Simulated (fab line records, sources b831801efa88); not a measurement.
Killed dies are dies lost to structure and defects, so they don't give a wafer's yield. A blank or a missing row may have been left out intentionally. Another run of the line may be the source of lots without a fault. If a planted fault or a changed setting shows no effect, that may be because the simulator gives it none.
What tool caused it? | flow gf180mcu | 24 lots (72 wafers sampled), 1 step of a 602-step route

== WHAT THE GAUGES SHOWED, per wafer ==
GF_V1_THK_MEAS_01. Usual: V1_CVD_00_THK 599 nm, standard deviation 7.4.
lot  | measured     | on            | V1_CVD_00_THK (nm) | flag
L074 | day 17 07:40 | film_metro-04 | 602 600 595        |
L075 | day 17 08:25 | film_metro-04 | 593 595 599        |
L076 | day 17 22:49 | film_metro-04 | 613 609 607        |
L077 | day 18 05:01 | film_metro-02 | 594 597 587        |
L078 | day 18 17:37 | film_metro-02 | 602 583 593        |
L079 | day 19 01:12 | film_metro-02 | 603 602 597        |
L080 | day 19 18:13 | film_metro-04 | 603 603 599        |
L081 | day 20 00:46 | film_metro-02 | 597 592 595        |
L082 | day 20 10:47 | film_metro-01 | 597 593 592        |
L083 | day 20 17:31 | film_metro-04 | 591 586 589        |
L084 | day 20 21:54 | film_metro-04 | 602 603 599        |
L085 | day 21 06:34 | film_metro-04 | 596 599 590        |
L086 | day 21 21:58 | film_metro-01 | 604 601 595        |
L087 | day 22 03:57 | film_metro-01 | 598 594 607        |
L088 | day 22 09:33 | film_metro-01 | 594 592 588        |
L089 | day 22 18:31 | film_metro-04 | 603 589 606        |
L090 | day 23 01:44 | film_metro-01 | 603 600 603        |
L091 | day 23 07:49 | film_metro-04 | 612 610 611        |
L092 | day 23 13:17 | film_metro-01 | 593 593 594        |
L093 | day 24 06:34 | film_metro-02 | 599 599 601        |
L094 | day 24 08:52 | film_metro-04 | 595 597 596        |
L095 | day 24 16:10 | film_metro-04 | 615 617 616        |
L096 | day 25 03:03 | film_metro-01 | 615 614 613        |
L097 | day 25 09:51 | film_metro-02 | 606 601 614        |

== TOOL THAT RAN EACH LOT (tool first, then ch and the chambers of the sampled wafers, then the start) ==
The record shows no process step preceding these readings.

== WHAT THE TOOLS THEMSELVES READ (means of the sampled wafers that have a number; where no wafer has one, the mark that the record gives instead) ==
The record holds no such reading with a usual standard deviation.

== THE ANSWER, worked out from the rows above alone ==
Rule: lot off if the mean of its wafers having a number is beyond 3 standard deviations from the usual mean. Also off: a lot with no number at a reading for which 4 or more lots have one. All remaining lots with rows at the step are treated as sound. After the gauges, taken in route order, come the tools' own readings; for these a lot's mean is taken, as printed above. The first step at which some lot is off is used, and at that step the reading that is off furthest; a lot without a number counts as furthest.
None of the lots is off at any reading shown; this tells nothing.

== WHAT THE SIMULATOR HAD INSERTED ==
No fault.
